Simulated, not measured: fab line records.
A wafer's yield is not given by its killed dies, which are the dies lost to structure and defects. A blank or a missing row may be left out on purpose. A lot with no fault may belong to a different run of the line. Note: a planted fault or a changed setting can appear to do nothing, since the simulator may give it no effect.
Struck lot and sound lot, side by side ; flow gf180mcu ; 15 out of 602 route steps
Sound: wafers L211.1, L211.2, L211.6. Wafers L201.1, L201.2, L201.4 were the ones struck. The cause comes at the end.
For every step that has rows: the tool of each side, followed by ch and its chambers, followed by its first start. Under that, the readings that differ: sound wafers ; struck wafers ; difference of the means ; sigmas: that difference in standard deviations of wafers without a fault.
alike: readings whose means differ by less than 2 such deviations, and words and numbers that are the same on both sides. not compared: withheld readings, readings that some wafer has no value for, bounds like >300 that may hide the same value, and numbers for which the record gives no deviation and whose values overlap.
Wherever a step has rows on one side only, a row that says differs or no value, or a row with sigmas, the two part there. Non-overlapping numbers with no deviation appear without sigmas and do not part them. Lack of a reading on every wafer of one side parts them only where that side has two or more wafers.

first, 1 step without rows for these wafers: GF_V3_ETCH_16 (etches BARC in N2/H2).
GF_V3_ETCH_17: etches SiO2 in C4F8/O2/Ar, stops on TiN, target depth 635 nm.
  sound on rieDiel-04 ch 1,2; struck on rieDiel-03 ch 1,2
  alike: chamberPressureMTorr, oesProductAu
GF_V3_STRIP_18: strips in O2/N2.
  sound on plasmaAsher-01 ch 0,1, day 27 15:26; struck on plasmaAsher-01 ch 0,1, day 24 09:23
  alike: chamberPressureMTorr, drypumpMotorCurrentA, heaterPowerW, oesProductAu
  not compared: rfHoursCounterH
then, 3 steps without rows for these wafers: GF_V3_STRIP_19 (strips in post etch residue remover, time 1200 s); GF_V3_CLEAN_20 (cleans in DIW); GF_V3_SPUTTER_21 (material Ti, target thk 15 nm, time 80.02 s).
GF_V3_SPUTTER_22: material TiN, target thk 10 nm, time 40 s.
  sound on pvdSputter-03 at day 27 16:02; struck on pvdSputter-02 at day 24 09:59
  alike: cathodeDcPowerW, throttleValvePct
GF_V3_CVD_23: deposits W, target thk 350 nm, time 104.9 s.
  sound on cvdW-02 ch 0,1, day 27 16:05; struck on cvdW-02 ch 0,1, day 24 10:02
  alike: heaterPowerW
GF_V3_RS_MEAS_24: uses a four-point probe to measure.
  sound on filmMetro-04 at day 27 16:11; struck on filmMetro-04 at day 24 10:08
  alike: V3_W_RS
GF_V3_THK_MEAS_25: measures by xrf.
  sound on filmMetro-04 at day 27 16:19; struck on filmMetro-04 at day 24 10:16
  alike: V3_W_THK
GF_V3_CMP_26: polishes, stops on SiO2, t overpolish 15 s, target thk 0 nm.
  sound on cmp-01 ch 0,1,2, day 27 16:22; struck on cmp-02 ch 0,2,3, day 24 10:22
reading;sound;struck;difference;sigmas
timeToEndpointS (s);80 79 85;91 89 89;+8;+2
  alike: motorCurrentA, overpolishRunS
then, 1 step without rows for these wafers: GF_M4_SPUTTER_00 (material Ti, target thk 37.5 nm, time 150 s).
GF_M4_SPUTTER_01: material TiN, target thk 30 nm, time 25 s.
  sound on pvdSputter-04 at day 27 16:46; struck on pvdSputter-04 at day 24 10:43
reading;sound;struck;difference;sigmas
cathodeDcPowerW (W);6499.8 6500.3 6499.7;6850.8 6851.2 6850.7;+351.0;+99 or more
model.TiN_of_M4_SPUTTER_01.thkNm (nm);30.18 30.17 30.21;31.51 31.5 32.06;+1.50;
  alike: throttleValvePct
then, 1 step without rows for these wafers: GF_M4_SPUTTER_02 (material AlCu, target thk 450 nm, time 23.9 s).
-- the record jumps here: 6 days lie between the struck wafers' starts before and after (it left off in module M4 and takes up again in module PASSIVATION, whose first step shown is number 602 of the route) --
GF_PASSIVATION_PROBE_99:
  the record has rows for the struck wafers here (prober-01, day 30 16:38) and none for the sound ones

== WHERE THEY PART ==
Earliest at GF_V3_CMP_26; latest, in this record, at GF_PASSIVATION_PROBE_99.

WHY: the cause the simulator had injected
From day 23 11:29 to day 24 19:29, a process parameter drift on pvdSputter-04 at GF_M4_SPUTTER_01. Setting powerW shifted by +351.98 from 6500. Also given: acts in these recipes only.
